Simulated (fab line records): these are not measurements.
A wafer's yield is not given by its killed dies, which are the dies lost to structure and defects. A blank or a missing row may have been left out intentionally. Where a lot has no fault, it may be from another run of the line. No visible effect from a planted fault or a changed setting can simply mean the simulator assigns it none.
fab line records + flow sky130 + part 1 of 2: steps 1 to 42 of 43
[record]
- lots = 6
- wafers = 18
- last-day = 50
route steps=708 shown VIA2@525 METAL3@532 CAPM@537 PAD_OPEN@708
lots with no fault: from the same line, run without faults
start-h: hours from the record's opening day to when the first of the lot's shown wafers began + wait-h: hours elapsed since this lot's preceding step + " the same as in the row above + L1.1+2: a single row standing in for several wafers + - no value, or no start given + * or withheld: withheld + < > ~ a bound
route shown NAME@n: names a module that has steps shown in the file, with the first one's number in the route + usual: mean and standard deviation over wafers with no fault + same: alike in all rows + chamber/n: place in a boat + sites: each site's reading + _std_site: standard deviation of those values + _edge_site: outer sites' mean less inner sites' + radius-mm: how far each site lies from the wafer's centre + mask NAME#n: copy n + behind: tool/chamber where the wafer was last shaped + hold: what put the lot on hold/how long, in hours/how the hold closed + device: the n, p or np transistor that did not switch + end of line: at the end of the route, the tests of the same wafers + a step with no rows: only its recipe + killed: dies lost to structure and defects at the first sort, not the wafer's yield + map: shows each die of a wafer: x if killed, . if not, _ if none is there
set.NAME: the setting that was run; set.NAME@STEP: the one run at that earlier step + model.NAME: the simulator's own value behind a step, which no gauge read
certain route steps with their lots: each step a table, each wafer a row
services: when a tool's chamber went out of use (start-h, in hours from the record's first day, below 0 if earlier), for how many hours, and the reason
[[steps]]
[step SKY_VIA2_CLEAN_18]
[recipe]
- chemistry = IPA
- time-s = 180
- temp-c = 25
[step SKY_VIA2_CLEAN_19]
[recipe]
- chemistry = O3/DIW
- dry = n2-spin
[step SKY_VIA2_SPUTTER_20]
[recipe]
- material = TiN
- target-thk-nm = 20
- chamber-pressure-pa = 5
- power-w = 4000
- time-s = 80
[step SKY_VIA2_CVD_21]
[recipe]
- material = W
- target-thk-nm = 420
- time-s = 126.4
- temp-c = 400
- pressure-torr = 40
[step SKY_VIA2_RS_MEAS_22]
[recipe]
- thk-meas-gauge = four-point-probe
- reads = W_of_VIA2_CVD_21+TiN_of_VIA2_SPUTTER_20
[usual]
- VIA2_W_RS = 0.272/0.004
| lot.wafer | tool          | chamber | start-h | wait-h | VIA2_W_RS[ohm/sq] |
|-----------|---------------|---------|---------|--------|-------------------|
| L410.1    | film-metro-02 | -       | 858.17  | 0.1    | 0.272             |
| L410.3    | "             | -       | "       | "      | 0.276             |
| L410.4    | "             | -       | "       | "      | 0.275             |
| L413.3    | film-metro-02 | -       | 881.76  | 0.1    | 0.274             |
| L413.4    | "             | -       | "       | "      | 0.263             |
| L413.5    | "             | -       | "       | "      | 0.266             |
| L419.1    | film-metro-02 | -       | 931.30  | 0.1    | 0.270             |
| L419.2    | "             | -       | "       | "      | 0.268             |
| L419.3    | "             | -       | "       | "      | 0.269             |
| L421.1    | film-metro-02 | -       | 942.82  | 0.1    | 0.269             |
| L421.4    | "             | -       | "       | "      | 0.274             |
| L421.6    | "             | -       | "       | "      | 0.269             |
| L422.1    | film-metro-02 | -       | 949.43  | 0.1    | 0.269             |
| L422.3    | "             | -       | "       | "      | 0.271             |
| L422.4    | "             | -       | "       | "      | 0.268             |
| L428.2    | film-metro-02 | -       | 996.29  | 0.1    | 0.278             |
| L428.3    | "             | -       | "       | "      | 0.271             |
| L428.6    | "             | -       | "       | "      | 0.270             |
[step SKY_VIA2_THK_MEAS_23]
[recipe]
- thk-meas-gauge = xrf
- reads = W_of_VIA2_CVD_21
[usual]
- VIA2_W_THK = 426/8.6
| lot.wafer | tool          | chamber | start-h | wait-h | VIA2_W_THK[nm] |
|-----------|---------------|---------|---------|--------|----------------|
| L410.1    | film-metro-02 | -       | 858.29  | 0.1    | 426            |
| L410.3    | "             | -       | "       | "      | 421            |
| L410.4    | "             | -       | "       | "      | 424            |
| L413.3    | film-metro-02 | -       | 881.86  | 0.1    | 426            |
| L413.4    | "             | -       | "       | "      | 444            |
| L413.5    | "             | -       | "       | "      | 441            |
| L419.1    | film-metro-02 | -       | 931.42  | 0.1    | 432            |
| L419.2    | "             | -       | "       | "      | 436            |
| L419.3    | "             | -       | "       | "      | 432            |
| L421.1    | film-metro-02 | -       | 942.94  | 0.1    | 434            |
| L421.4    | "             | -       | "       | "      | 427            |
| L421.6    | "             | -       | "       | "      | 433            |
| L422.1    | film-metro-02 | -       | 949.55  | 0.1    | 434            |
| L422.3    | "             | -       | "       | "      | 430            |
| L422.4    | "             | -       | "       | "      | 435            |
| L428.2    | film-metro-02 | -       | 996.40  | 0.1    | 420            |
| L428.3    | "             | -       | "       | "      | 428            |
| L428.6    | "             | -       | "       | "      | 427            |
[step SKY_VIA2_CMP_24]
[recipe]
- stop-on = SiO2
- t-overpolish-s = 20
- down-force-psi = 3.5
- platen-rpm = 60
- target-thk-nm = 0
- pad-velocity-m-s = 0.94248
[usual]
- edge-zone-pressure-frac = 0.999/0.0048
- motor-current-A = 11.3/1.1
- overpolish-run-s = 19.999/0.0089
- time-to-endpoint-s = 102/4.8
| lot.wafer | tool   | chamber | start-h | wait-h | edge-zone-pressure-frac | motor-current-A | overpolish-run-s | time-to-endpoint-s |
|-----------|--------|---------|---------|--------|-------------------------|-----------------|------------------|--------------------|
| L410.3    | cmp-01 | 2       | 858.40  | 0.1    | 0.996                   | 11.6            | 20.001           | 107                |
| L410.4    | "      | 3       | "       | "      | 0.994                   | 12.4            | 20.002           | 96                 |
| L410.1    | "      | 0       | "       | "      | 1.002                   | 9.6             | 20.000           | 102                |
| L413.3    | cmp-02 | 1       | 881.95  | 0.1    | 1.006                   | 12.0            | 19.985           | 105                |
| L413.4    | "      | 3       | "       | "      | 1.002                   | 10.6            | 20.014           | 108                |
| L413.5    | "      | 1       | "       | "      | 1.001                   | 11.7            | 20.006           | 109                |
| L419.1    | cmp-01 | 2       | 931.53  | 0.1    | 0.992                   | 12.3            | 19.995           | 111                |
| L419.2    | "      | 3       | "       | "      | 1.002                   | 13.1            | 19.983           | 98                 |
| L419.3    | "      | 0       | "       | "      | 0.998                   | 9.4             | 20.005           | 109                |
| L421.1    | cmp-01 | 2       | 943.00  | 0.1    | 1.006                   | 11.2            | 20.001           | 108                |
| L421.4    | "      | 3       | "       | "      | 0.995                   | 12.9            | 20.002           | 96                 |
| L421.6    | "      | 2       | "       | "      | 1.001                   | 11.5            | 20.006           | 104                |
| L422.4    | cmp-01 | 3       | 949.61  | 0.0    | 0.991                   | 12.7            | 20.004           | 99                 |
| L422.1    | "      | 1       | "       | "      | 0.995                   | 11.3            | 20.010           | 102                |
| L422.3    | "      | 2       | "       | "      | 1.000                   | 11.5            | 20.011           | 106                |
| L428.3    | cmp-02 | 2       | 996.45  | 0.0    | 1.003                   | 11.7            | 20.005           | 102                |
| L428.2    | "      | 0       | "       | "      | 0.995                   | 10.0            | 20.017           | 95                 |
| L428.6    | "      | 3       | "       | "      | 1.009                   | 11.1            | 20.001           | 96                 |
[step SKY_METAL3_SPUTTER_00]
[recipe]
- material = Ti
- target-thk-nm = 15
- power-w = 3000
- time-s = 10
- chamber-pressure-pa = 0.4
[usual]
- cathode-dc-power-W = 3000.0/0.53
- throttle-valve-pct = 29.8/1
| lot.wafer | tool           | chamber | start-h | wait-h | cathode-dc-power-W | throttle-valve-pct |
|-----------|----------------|---------|---------|--------|--------------------|--------------------|
| L410.1    | pvd-sputter-01 | -       | 858.65  | 0.1    | 3000.2             | 29.1               |
| L410.3    | "              | -       | "       | "      | 2999.7             | 30.9               |
| L410.4    | "              | -       | "       | "      | 2999.8             | 29.3               |
| L413.3    | pvd-sputter-01 | -       | 882.20  | 0.2    | 2999.5             | 29.4               |
| L413.4    | "              | -       | "       | "      | 3000.9             | 30.9               |
| L413.5    | "              | -       | "       | "      | 2999.8             | 29.1               |
| L419.1    | pvd-sputter-04 | -       | 931.78  | 0.2    | 2999.2             | 30.0               |
| L419.2    | "              | -       | "       | "      | 3000.1             | 31.8               |
| L419.3    | "              | -       | "       | "      | 3001.0             | 29.9               |
| L421.1    | pvd-sputter-03 | -       | 943.30  | 0.2    | 2999.7             | 28.8               |
| L421.4    | "              | -       | "       | "      | 3000.2             | 28.6               |
| L421.6    | "              | -       | "       | "      | 3000.1             | 29.2               |
| L422.1    | pvd-sputter-01 | -       | 949.91  | 0.1    | 2999.7             | 29.1               |
| L422.3    | "              | -       | "       | "      | 3000.5             | 30.9               |
| L422.4    | "              | -       | "       | "      | 3000.8             | 31.2               |
| L428.2    | pvd-sputter-03 | -       | 996.75  | 0.1    | 3000.2             | 28.3               |
| L428.3    | "              | -       | "       | "      | 3000.8             | 30.8               |
| L428.6    | "              | -       | "       | "      | 2999.8             | 31.1               |
[step SKY_METAL3_SPUTTER_01]
[recipe]
- material = TiN
- target-thk-nm = 20
- power-w = 6500
- time-s = 16.7
- chamber-pressure-pa = 0.4
[usual]
- cathode-dc-power-W = 6500.0/1.2
- throttle-valve-pct = 29.8/1
| lot.wafer | tool           | chamber | start-h | wait-h | cathode-dc-power-W | throttle-valve-pct |
|-----------|----------------|---------|---------|--------|--------------------|--------------------|
| L410.1    | pvd-sputter-01 | -       | 858.67  | 0.0    | 6498.9             | 29.0               |
| L410.3    | "              | -       | "       | "      | 6498.6             | 31.1               |
| L410.4    | "              | -       | "       | "      | 6501.5             | 29.4               |
| L413.3    | pvd-sputter-01 | -       | 882.22  | 0.0    | 6500.5             | 29.5               |
| L413.4    | "              | -       | "       | "      | 6501.3             | 31.1               |
| L413.5    | "              | -       | "       | "      | 6501.8             | 29.6               |
| L419.1    | pvd-sputter-04 | -       | 931.81  | 0.0    | 6500.2             | 29.9               |
| L419.2    | "              | -       | "       | "      | 6501.6             | 31.9               |
| L419.3    | "              | -       | "       | "      | 6499.4             | 29.4               |
| L421.1    | pvd-sputter-03 | -       | 943.32  | 0.0    | 6499.7             | 28.9               |
| L421.4    | "              | -       | "       | "      | 6499.7             | 28.2               |
| L421.6    | "              | -       | "       | "      | 6499.9             | 29.1               |
| L422.1    | pvd-sputter-01 | -       | 949.93  | 0.0    | 6501.3             | 29.2               |
| L422.3    | "              | -       | "       | "      | 6499.7             | 30.9               |
| L422.4    | "              | -       | "       | "      | 6501.0             | 31.2               |
| L428.2    | pvd-sputter-03 | -       | 996.77  | 0.0    | 6500.2             | 28.2               |
| L428.3    | "              | -       | "       | "      | 6498.2             | 30.4               |
| L428.6    | "              | -       | "       | "      | 6499.5             | 30.8               |
[step SKY_METAL3_SPUTTER_02]
[recipe]
- material = AlCu
- target-thk-nm = 735
- power-w = 10600
- time-s = 39.1
- chamber-pressure-pa = 0.4
[step SKY_METAL3_SPUTTER_03]
[recipe]
- material = Ti
- target-thk-nm = 5
- power-w = 3000
- time-s = 3.3
- chamber-pressure-pa = 0.4
[usual]
- cathode-dc-power-W = 3000.0/0.56
- throttle-valve-pct = 29.7/1
| lot.wafer | tool           | chamber | start-h | wait-h | cathode-dc-power-W | throttle-valve-pct |
|-----------|----------------|---------|---------|--------|--------------------|--------------------|
| L410.1    | pvd-sputter-01 | -       | 858.74  | 0.0    | 3000.5             | 29.3               |
| L410.3    | "              | -       | "       | "      | 3000.1             | 31.1               |
| L410.4    | "              | -       | "       | "      | 2999.9             | 29.4               |
| L413.3    | pvd-sputter-01 | -       | 882.29  | 0.0    | 2999.6             | 29.1               |
| L413.4    | "              | -       | "       | "      | 2999.9             | 31.3               |
| L413.5    | "              | -       | "       | "      | 2999.3             | 29.1               |
| L419.1    | pvd-sputter-04 | -       | 931.87  | 0.0    | 2999.2             | 29.9               |
| L419.2    | "              | -       | "       | "      | 3000.8             | 31.7               |
| L419.3    | "              | -       | "       | "      | 2999.9             | 29.6               |
| L421.1    | pvd-sputter-03 | -       | 943.39  | 0.0    | 3000.3             | 28.7               |
| L421.4    | "              | -       | "       | "      | 3000.4             | 28.2               |
| L421.6    | "              | -       | "       | "      | 3000.6             | 29.1               |
| L422.1    | pvd-sputter-01 | -       | 950.00  | 0.0    | 2999.8             | 29.2               |
| L422.3    | "              | -       | "       | "      | 3000.4             | 30.7               |
| L422.4    | "              | -       | "       | "      | 2999.6             | 31.1               |
| L428.2    | pvd-sputter-03 | -       | 996.84  | 0.0    | 3000.8             | 28.6               |
| L428.3    | "              | -       | "       | "      | 2999.9             | 30.7               |
| L428.6    | "              | -       | "       | "      | 2999.6             | 30.7               |
[step SKY_METAL3_SPUTTER_04]
[recipe]
- material = TiN
- target-thk-nm = 70
- power-w = 6500
- time-s = 58.3
- chamber-pressure-pa = 0.4
[step SKY_CAPM_CVD_00]
[recipe]
- material = SiO2
- target-thk-nm = 15.5
- temp-c = 400
- time-s = withheld
- rf-w = 450
[usual]
- heater-power-w = 691/65
- susceptor-temp-C = 400.00/0.19
| lot.wafer | tool     | chamber | start-h | wait-h | heater-power-w | susceptor-temp-C |
|-----------|----------|---------|---------|--------|----------------|------------------|
| L410.1    | pecvd-04 | 2       | 858.80  | 0.0    | 627            | 399.94           |
| L410.3    | "        | 0       | "       | "      | 710            | 400.17           |
| L410.4    | "        | 2       | "       | "      | 637            | 399.79           |
| L413.3    | pecvd-02 | 2       | 882.35  | 0.0    | 614            | 399.88           |
| L413.4    | "        | 1       | "       | "      | 689            | 400.02           |
| L413.5    | "        | 2       | "       | "      | 608            | 399.87           |
| L419.1    | pecvd-02 | 1       | 931.94  | 0.0    | 635            | 400.07           |
| L419.2    | "        | 0       | "       | "      | 735            | 399.99           |
| L419.3    | "        | 2       | "       | "      | 712            | 399.85           |
| L421.1    | pecvd-04 | 1       | 943.46  | 0.0    | 592            | 400.39           |
| L421.4    | "        | 1       | "       | "      | 606            | 400.09           |
| L421.6    | "        | 0       | "       | "      | 751            | 400.03           |
| L422.1    | pecvd-02 | 0       | 950.07  | 0.0    | 723            | 400.08           |
| L422.3    | "        | 1       | "       | "      | 687            | 399.78           |
| L422.4    | "        | 2       | "       | "      | 712            | 400.54           |
| L428.2    | pecvd-03 | 1       | 996.91  | 0.0    | 788            | 400.19           |
| L428.3    | "        | 2       | "       | "      | 809            | 400.25           |
| L428.6    | "        | 1       | "       | "      | 784            | 400.26           |
[step SKY_CAPM_THK_MEAS_01]
[recipe]
- reads = SiO2_of_CAPM_CVD_00
[usual]
- CAPM_CVD_00_THK = 15.47/0.25
| lot.wafer | tool          | chamber | start-h | wait-h | CAPM_CVD_00_THK[nm] |
|-----------|---------------|---------|---------|--------|---------------------|
| L410.1    | film-metro-04 | -       | 858.83  | -      | 15.43               |
| L410.3    | "             | -       | "       | "      | 15.26               |
| L410.4    | "             | -       | "       | "      | 15.52               |
| L413.3    | film-metro-03 | -       | 882.40  | -      | 15.18               |
| L413.4    | "             | -       | "       | "      | 15.41               |
| L413.5    | "             | -       | "       | "      | 15.49               |
| L419.1    | film-metro-03 | -       | 931.96  | -      | 15.25               |
| L419.2    | "             | -       | "       | "      | 15.38               |
| L419.3    | "             | -       | "       | "      | 15.06               |
| L421.1    | film-metro-01 | -       | 943.48  | -      | 15.53               |
| L421.4    | "             | -       | "       | "      | 15.77               |
| L421.6    | "             | -       | "       | "      | 15.46               |
| L422.1    | film-metro-03 | -       | 950.09  | -      | 15.50               |
| L422.3    | "             | -       | "       | "      | 15.19               |
| L422.4    | "             | -       | "       | "      | 15.42               |
| L428.2    | film-metro-03 | -       | 996.94  | -      | 14.83               |
| L428.3    | "             | -       | "       | "      | 15.45               |
| L428.6    | "             | -       | "       | "      | 15.31               |
[step SKY_CAPM_SPUTTER_02]
[recipe]
- material = TiN
- target-thk-nm = 200
- temp-c = 300
- power-w = 6500
- time-s = 166.7
- chamber-pressure-pa = 0.4
[step SKY_CAPM_RS_MEAS_03]
[recipe]
- thk-meas-gauge = four-point-probe
- reads = TiN_of_CAPM_SPUTTER_02
[usual]
- CAPM_TIN_RS = 6.90/0.11
| lot.wafer | tool          | chamber | start-h | wait-h | CAPM_TIN_RS[ohm/sq] |
|-----------|---------------|---------|---------|--------|---------------------|
| L410.1    | film-metro-01 | -       | 859.00  | 0.1    | 6.84                |
| L410.3    | "             | -       | "       | "      | 7.07                |
| L410.4    | "             | -       | "       | "      | 6.88                |
| L413.3    | film-metro-03 | -       | 882.58  | 0.1    | 6.73                |
| L413.4    | "             | -       | "       | "      | 7.00                |
| L413.5    | "             | -       | "       | "      | 7.10                |
| L419.1    | film-metro-01 | -       | 932.13  | 0.1    | 7.08                |
| L419.2    | "             | -       | "       | "      | 6.93                |
| L419.3    | "             | -       | "       | "      | 6.89                |
| L421.1    | film-metro-03 | -       | 943.65  | 0.1    | 6.80                |
| L421.4    | "             | -       | "       | "      | 6.75                |
| L421.6    | "             | -       | "       | "      | 6.88                |
| L422.1    | film-metro-04 | -       | 950.26  | 0.1    | 6.79                |
| L422.3    | "             | -       | "       | "      | 6.95                |
| L422.4    | "             | -       | "       | "      | 6.87                |
| L428.2    | film-metro-01 | -       | 997.12  | 0.1    | 7.13                |
| L428.3    | "             | -       | "       | "      | 7.00                |
| L428.6    | "             | -       | "       | "      | 7.18                |
[step SKY_CAPM_THK_MEAS_04]
[recipe]
- thk-meas-gauge = xrf
- reads = TiN_of_CAPM_SPUTTER_02
[usual]
- CAPM_TIN_THK = 198/3.5
| lot.wafer | tool          | chamber | start-h | wait-h | CAPM_TIN_THK[nm] |
|-----------|---------------|---------|---------|--------|------------------|
| L410.1    | film-metro-01 | -       | 859.12  | 0.1    | 200              |
| L410.3    | "             | -       | "       | "      | 193              |
| L410.4    | "             | -       | "       | "      | 198              |
| L413.3    | film-metro-03 | -       | 882.68  | 0.1    | 203              |
| L413.4    | "             | -       | "       | "      | 196              |
| L413.5    | "             | -       | "       | "      | 194              |
| L419.1    | film-metro-01 | -       | 932.25  | 0.1    | 191              |
| L419.2    | "             | -       | "       | "      | 195              |
| L419.3    | "             | -       | "       | "      | 197              |
| L421.1    | film-metro-03 | -       | 943.77  | 0.1    | 201              |
| L421.4    | "             | -       | "       | "      | 203              |
| L421.6    | "             | -       | "       | "      | 199              |
| L422.1    | film-metro-04 | -       | 950.38  | 0.1    | 202              |
| L422.3    | "             | -       | "       | "      | 196              |
| L422.4    | "             | -       | "       | "      | 200              |
| L428.2    | film-metro-01 | -       | 997.23  | 0.1    | 190              |
| L428.3    | "             | -       | "       | "      | 193              |
| L428.6    | "             | -       | "       | "      | 190              |
[step SKY_CAPM_DEHYDRATE_05]
[recipe]
- temp-c = 200
- time-s = 60
[step SKY_CAPM_HMDS_06]
[recipe]
- prime-time-s = 60
- prime-temp-c = 120
[step SKY_CAPM_COAT_07]
[recipe]
- resist = NOVOLAK
- spin-rpm = 3000
- resist-thk-nm = 1140
[step SKY_CAPM_SOFTBAKE_08]
[recipe]
- temp-c = 90
- time-s = 60
- resist = NOVOLAK
[step SKY_CAPM_EXPOSE_09]
[recipe]
- mask-id = CAPM
- na = 0.6
- source-shape = conventional
- sigma-outer = 0.6
- polarization = unpolarized
- target-cd-nm = 1000
- dose-mj = 159
[step SKY_CAPM_PEB_10]
[recipe]
- temp-c = withheld
- time-s = *
- resist = NOVOLAK
[step SKY_CAPM_DEVELOP_11]
[recipe]
- resist = NOVOLAK
- developer = TMAH
- develop-time-s = 60
- dev-temp-c = 23
[step SKY_CAPM_OVL_MEAS_12]
[usual]
- CAPM_OVL = -1.2/1.3
| lot.wafer | tool       | chamber | start-h | wait-h | CAPM_OVL[nm] |
|-----------|------------|---------|---------|--------|--------------|
| L410.1    | overlay-01 | -       | 884.65  | 0.1    | -1.3         |
| L410.3    | "          | -       | "       | "      | -1.9         |
| L410.4    | "          | -       | "       | "      | -2.5         |
| L413.3    | overlay-01 | -       | 908.71  | 0.1    | -0.5         |
| L413.4    | "          | -       | "       | "      | -2.8         |
| L413.5    | "          | -       | "       | "      | -1.7         |
| L419.1    | overlay-02 | -       | 955.90  | 0.1    | -0.1         |
| L419.2    | "          | -       | "       | "      | -1.3         |
| L419.3    | "          | -       | "       | "      | -1.7         |
| L421.1    | overlay-01 | -       | 967.25  | 0.1    | -0.8         |
| L421.4    | "          | -       | "       | "      | -0.3         |
| L421.6    | "          | -       | "       | "      | -0.3         |
| L422.1    | overlay-01 | -       | 974.30  | 0.1    | -3.3         |
| L422.3    | "          | -       | "       | "      | -2.4         |
| L422.4    | "          | -       | "       | "      | -2.2         |
| L428.2    | overlay-02 | -       | 1020.15 | 0.1    | -1.1         |
| L428.3    | "          | -       | "       | "      | 0.2          |
| L428.6    | "          | -       | "       | "      | 0.7          |
[step SKY_CAPM_METAL_ETCH_13]
[recipe]
- target-depth-nm = 220
- stop-on = SiO2
- chemistry = Cl2/BCl3
- target = TiN
- pressure-mtorr = 10
- icp-w = 900
- bias-w = 48.5
- Cl2_flow_sccm = 60
- bcl3-flow-sccm = 30
- time-s = 62.9
[usual]
- drypump-motor-current-A = 6.0/0.31
- he-backside-leak-sccm = 3.34/0.21
- oes-product-au = 0.942/0.01
- throttle-valve-pct = 21.901/0.012
| lot.wafer | tool         | chamber | start-h | wait-h | drypump-motor-current-A | he-backside-leak-sccm | oes-product-au | rf-hours-counter-h | throttle-valve-pct |
|-----------|--------------|---------|---------|--------|-------------------------|-----------------------|----------------|--------------------|--------------------|
| L410.1    | rie-metal-03 | 0       | 884.68  | 0.0    | 5.9                     | 3.24                  | 0.947          | 14                 | 21.899             |
| L410.3    | "            | 1       | "       | "      | 6.5                     | 3.13                  | 0.930          | -                  | 21.910             |
| L410.4    | "            | 0       | "       | "      | 5.9                     | 3.29                  | 0.952          | -                  | 21.887             |
| L413.3    | rie-metal-03 | 1       | 908.76  | 0.0    | 6.4                     | 3.00                  | 0.960          | -                  | 21.882             |
| L413.4    | "            | 0       | "       | "      | 5.9                     | 3.34                  | 0.930          | -                  | 21.912             |
| L413.5    | "            | 1       | "       | "      | 6.4                     | 3.17                  | 0.924          | -                  | 21.909             |
| L419.1    | rie-metal-02 | 1       | 955.93  | 0.0    | 5.6                     | 3.31                  | 0.930          | 20                 | 21.914             |
| L419.2    | "            | 0       | "       | "      | 6.0                     | 3.63                  | 0.940          | 16                 | 21.894             |
| L419.3    | "            | 1       | "       | "      | 5.6                     | 3.35                  | 0.942          | -                  | 21.907             |
| L421.1    | rie-metal-03 | 0       | 967.28  | 0.0    | 5.9                     | 3.38                  | 0.950          | 17                 | 21.895             |
| L421.4    | "            | 1       | "       | "      | 6.4                     | 3.24                  | 0.951          | -                  | 21.896             |
| L421.6    | "            | 1       | "       | "      | 6.4                     | 3.37                  | 0.950          | -                  | 21.886             |
| L422.1    | rie-metal-02 | 0       | 974.33  | 0.0    | 6.0                     | 3.56                  | 0.955          | 17                 | 21.903             |
| L422.3    | "            | 0       | "       | "      | 6.0                     | 3.39                  | 0.942          | -                  | 21.908             |
| L422.4    | "            | 1       | "       | "      | 5.6                     | 3.21                  | 0.943          | -                  | 21.887             |
| L428.2    | rie-metal-01 | 0       | 1020.18 | 0.0    | 6.0                     | 3.37                  | 0.930          | 5                  | 21.909             |
| L428.3    | "            | 1       | "       | "      | 5.5                     | 3.19                  | 0.933          | -                  | 21.924             |
| L428.6    | "            | 1       | "       | "      | 5.5                     | 3.25                  | 0.922          | -                  | 21.898             |
[step SKY_CAPM_STRIP_14]
[recipe]
- chemistry = O2/N2
- power-w = 1400
- pressure-mtorr = 1500
- platen-temp-c = withheld
- o2-flow-sccm = 3000
- n2-flow-sccm = 300
- overash-fraction = 0.5
[step SKY_CAPM_STRIP_15]
[recipe]
- chemistry = post-etch-residue-remover
- time-s = 1200
- temp-c = 72.5
[step SKY_CAPM_CLEAN_16]
[recipe]
- chemistry = IPA
- time-s = 180
- temp-c = 25
[step SKY_CAPM_CLEAN_17]
[recipe]
- chemistry = O3/DIW
- dry = n2-spin
[step SKY_METAL3_DEHYDRATE_05]
[recipe]
- temp-c = 200
- time-s = 60
[step SKY_METAL3_HMDS_06]
[recipe]
- prime-time-s = 60
- prime-temp-c = 120
[step SKY_METAL3_COAT_07]
[recipe]
- resist = BARC
- temp-c = withheld
- time-s = withheld
- spin-rpm = 3000
- resist-thk-nm = 60
[step SKY_METAL3_COAT_08]
[recipe]
- resist = KrF-thick
- spin-rpm = 3000
- resist-thk-nm = 1140
[step SKY_METAL3_SOFTBAKE_09]
[recipe]
- temp-c = 100
- time-s = 90
- resist = KrF-thick
[step SKY_METAL3_EXPOSE_10]
[recipe]
- mask-id = MM3
- na = 0.68
- source-shape = annular
- sigma-inner = 0.4
- sigma-outer = 0.8
- target-cd-nm = 300
- dose-mj = 28
[step SKY_METAL3_PEB_11]
[recipe]
- peb-temp-c = withheld
- peb-time-s = withheld
- resist = KrF-thick
[step SKY_METAL3_DEVELOP_12]
[recipe]
- develop-time-s = 60
- resist = KrF-thick
- dev-temp-c = 21
[step SKY_METAL3_CD_MEAS_13]
[recipe]
- target-cd-nm = 300
[usual]
- cd-nm = 299.8/1.5
| lot.wafer | tool      | chamber | start-h | wait-h | cd-nm |
|-----------|-----------|---------|---------|--------|-------|
| L410.1    | cd-sem-01 | -       | 911.15  | -      | 297.0 |
| L410.3    | "         | -       | "       | "      | 298.2 |
| L410.4    | "         | -       | "       | "      | 298.1 |
| L413.3    | cd-sem-02 | -       | 934.07  | -      | 301.6 |
| L413.4    | "         | -       | "       | "      | 300.4 |
| L413.5    | "         | -       | "       | "      | 300.1 |
| L419.1    | cd-sem-01 | -       | 980.08  | -      | 298.5 |
| L419.2    | "         | -       | "       | "      | 299.5 |
| L419.3    | "         | -       | "       | "      | 298.4 |
| L421.1    | cd-sem-01 | -       | 992.88  | -      | 298.0 |
| L421.4    | "         | -       | "       | "      | 299.2 |
| L421.6    | "         | -       | "       | "      | 298.8 |
| L422.1    | cd-sem-01 | -       | 998.78  | -      | 298.1 |
| L422.3    | "         | -       | "       | "      | 299.1 |
| L422.4    | "         | -       | "       | "      | 299.7 |
| L428.2    | cd-sem-01 | -       | 1043.37 | -      | 296.3 |
| L428.3    | "         | -       | "       | "      | 297.2 |
| L428.6    | "         | -       | "       | "      | 297.0 |
[step SKY_METAL3_OVL_MEAS_14]
[usual]
- METAL3_OVL = -3/4.2
| lot.wafer | tool       | chamber | start-h | wait-h | METAL3_OVL[nm] |
|-----------|------------|---------|---------|--------|----------------|
| L410.1    | overlay-01 | -       | 911.27  | 0.1    | 1              |
| L410.3    | "          | -       | "       | "      | 0              |
| L410.4    | "          | -       | "       | "      | 2              |
| L413.3    | overlay-02 | -       | 934.16  | 0.1    | -11            |
| L413.4    | "          | -       | "       | "      | -6             |
| L413.5    | "          | -       | "       | "      | -4             |
| L419.1    | overlay-01 | -       | 980.20  | 0.1    | -2             |
| L419.2    | "          | -       | "       | "      | -3             |
| L419.3    | "          | -       | "       | "      | -3             |
| L421.1    | overlay-02 | -       | 993.00  | 0.1    | -9             |
| L421.4    | "          | -       | "       | "      | -13            |
| L421.6    | "          | -       | "       | "      | -3             |
| L422.1    | overlay-01 | -       | 998.90  | 0.1    | -3             |
| L422.3    | "          | -       | "       | "      | 0              |
| L422.4    | "          | -       | "       | "      | -3             |
| L428.2    | overlay-01 | -       | 1043.47 | 0.1    | -7             |
| L428.3    | "          | -       | "       | "      | -8             |
| L428.6    | "          | -       | "       | "      | -7             |
[step SKY_METAL3_DESCUM_15]
[recipe]
- chemistry = O2
- source-power-w = 150
- bias-power-w = 0
- pressure-mtorr = 10
- temp-c = 40
- time-s = 8
[step SKY_METAL3_ETCH_16]
[recipe]
- chemistry = N2/H2
- target = BARC
- ion-energy-ev = 200
- bias-w = 100
- pressure-mtorr = 30
- n2-flow-sccm = 100
- h2-flow-sccm = 200
- icp-w = 500
- stop-on = SiO2
- time-s = 88.2
- target-depth-a = 600
